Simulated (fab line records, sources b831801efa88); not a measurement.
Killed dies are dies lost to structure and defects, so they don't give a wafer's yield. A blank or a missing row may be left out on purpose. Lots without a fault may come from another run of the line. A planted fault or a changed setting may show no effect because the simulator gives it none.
One fault seen from 2 desks | flow gf180mcu | each desk has only its own numbers; what lay behind them comes last

THE METROLOGY DESK
What the gauges read, lot by lot, whatever tool the lot ran on: means of the sampled wafers that have a number. A lot is out of limits, marked OUT, if its mean lies more than 4 standard deviations from the usual mean; the brackets give that distance.
Columns: A = V2_W_RS at GF_V2_RS_MEAS_24, usual 0.326 ohm/sq; B = MIM_ALCU_RS at GF_MIM_RS_MEAS_10, usual 0.1590 ohm/sq
lot  | first seen here | A     | B
L193 | day 20 16:05    | 0.327 | 0.1588
L194 | day 21 01:46    | 0.326 | 0.1610
L195 | day 21 05:17    | 0.327 | 0.1570
L196 | day 21 14:24    | 0.322 | 0.1612
L201 | day 23 11:54    | 0.328 | 0.1581
L203 | day 24 05:31    | 0.330 | 0.1587
L204 | day 24 12:55    | 0.328 | 0.1612
L205 | day 24 17:08    | 0.322 | 0.1592
L206 | day 25 09:38    | 0.322 | 0.1601
L207 | day 25 20:26    | 0.323 | 0.1568
L210 | day 26 22:38    | 0.326 | 0.1584
L215 | day 28 03:36    | 0.331 | 0.1602
This desk's finding: nothing out of limits on any of the 12 lots.

THE TOOL OWNER'S DESK: rie_diel-04
The tool's own readings at GF_M5_ETCH_09 (etches Si3N4 in CF4/O2, target depth 52 nm, time 11.6 s): means of the sampled wafers that have a number, for each lot that ran on this tool. A lot is out of limits, marked OUT, if its mean lies more than 4 standard deviations from the usual mean; the brackets give that distance.
Columns: A = bias_w at GF_M5_ETCH_09, usual 150.0 W; B = drypump_motor_current_A at GF_M5_ETCH_09, usual 5.8 A; C = oes_product_au at GF_M5_ETCH_09, usual 1.002 a.u.; D = rf_fwd_power_W at GF_M5_ETCH_09, usual 785 W; E = throttle_valve_pct at GF_M5_ETCH_09, usual 5.969 %
lot  | first seen here | A     | B   | C     | D              | E
L193 | day 26 13:52    | 150.2 | 6.1 | 0.997 | 787            | 5.975
L195 | day 27 01:41    | 150.1 | 6.2 | 1.005 | 785            | 5.973
L196 | day 27 11:08    | 150.2 | 5.9 | 1.014 | 785            | 5.973
L204 | day 29 22:22    | 149.6 | 5.9 | 0.998 | 787            | 5.965
L205 | day 30 02:26    | 149.9 | 5.7 | 0.992 | 788            | 5.964
L206 | day 30 16:56    | 149.8 | 5.8 | 1.035 | 827 (+9.1) OUT | 5.981
L207 | day 31 00:43    | 150.0 | 5.9 | 1.031 | 830 (+9.8) OUT | 5.981
This desk's finding: out of limits on L206, L207; first on L206, day 30 16:56 (rf_fwd_power_W at GF_M5_ETCH_09). In limits: L193, L195, L196, L204, L205.

PUT TOGETHER
The tool owner's desk could have raised an alarm at day 30 16:56, on L206, L207.
The metrology desk saw nothing out of limits.
The metrology desk has L206, L207 on record, within its limits.
Of the lots named, all ran GF_M5_ETCH_09 on rie_diel-04.

WHAT THE SIMULATOR HAD PUT IN
Process parameter drift: rie_diel-04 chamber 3, from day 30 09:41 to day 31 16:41, at GF_M5_ETCH_09. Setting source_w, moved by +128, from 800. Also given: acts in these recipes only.
Lots struck among those shown: L206, L207.
Hours from the fault's start to each desk's first reading out of limits: the tool owner's desk, 7.
